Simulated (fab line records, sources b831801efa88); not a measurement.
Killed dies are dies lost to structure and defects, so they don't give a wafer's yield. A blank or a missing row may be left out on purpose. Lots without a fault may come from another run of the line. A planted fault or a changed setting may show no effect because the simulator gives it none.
Chamber matching | flow gf180mcu | GF_CONTACT_ETCH_17 on rie_diel-03: 4 sister chambers
The step etches SiO2 in C4F8/O2/Ar, stops on CoSi2, target depth 860 nm. 4 wafers are shown with their chamber, then 7 later ones without.

WAFERS WITH THEIR CHAMBER
wafer  | chamber | oes_product_au (a.u.)
L874.6 | 0       | 0.810
L878.6 | 1       | 0.813
L882.1 | 2       | 0.818
L882.2 | 3       | 0.817

WAFERS WITHOUT THEIR CHAMBER
wafer  | oes_product_au (a.u.)
L882.4 | 0.815
L889.4 | 0.813
L889.5 | 0.811
L889.6 | 0.808
L894.1 | 0.815
L894.3 | 0.818
L894.6 | 0.819

WHICH CHAMBER EACH WENT THROUGH
wafer  | from the rows above          | in truth
L882.4 | can't be placed: 1 or 3 or 2 | 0
L889.4 | 1                            | 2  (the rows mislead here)
L889.5 | can't be placed: 0 or 1      | 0
L889.6 | 0                            | 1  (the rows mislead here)
L894.1 | can't be placed: 1 or 3 or 2 | 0
L894.3 | can't be placed: 2 or 3      | 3
L894.6 | can't be placed: 2 or 3      | 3
Placed correctly: 0 of 7. Can't be placed from these rows: 5 (the true chamber is among the candidates in 3). Placed wrongly: 2.
How it was worked out, from the rows above alone: a wafer's distance from a chamber is the root of the sum, over the readings, of the square of ((its reading less the chamber's mean) divided by the reading's scatter). The wafer belongs to the nearest chamber; if the next one is less than 2 further off, it can't be placed. A chamber's mean is the mean of its shown wafers. The scatter: with one shown wafer a chamber, the root of the mean of the squares of how far each hidden wafer lies from its nearest shown one.
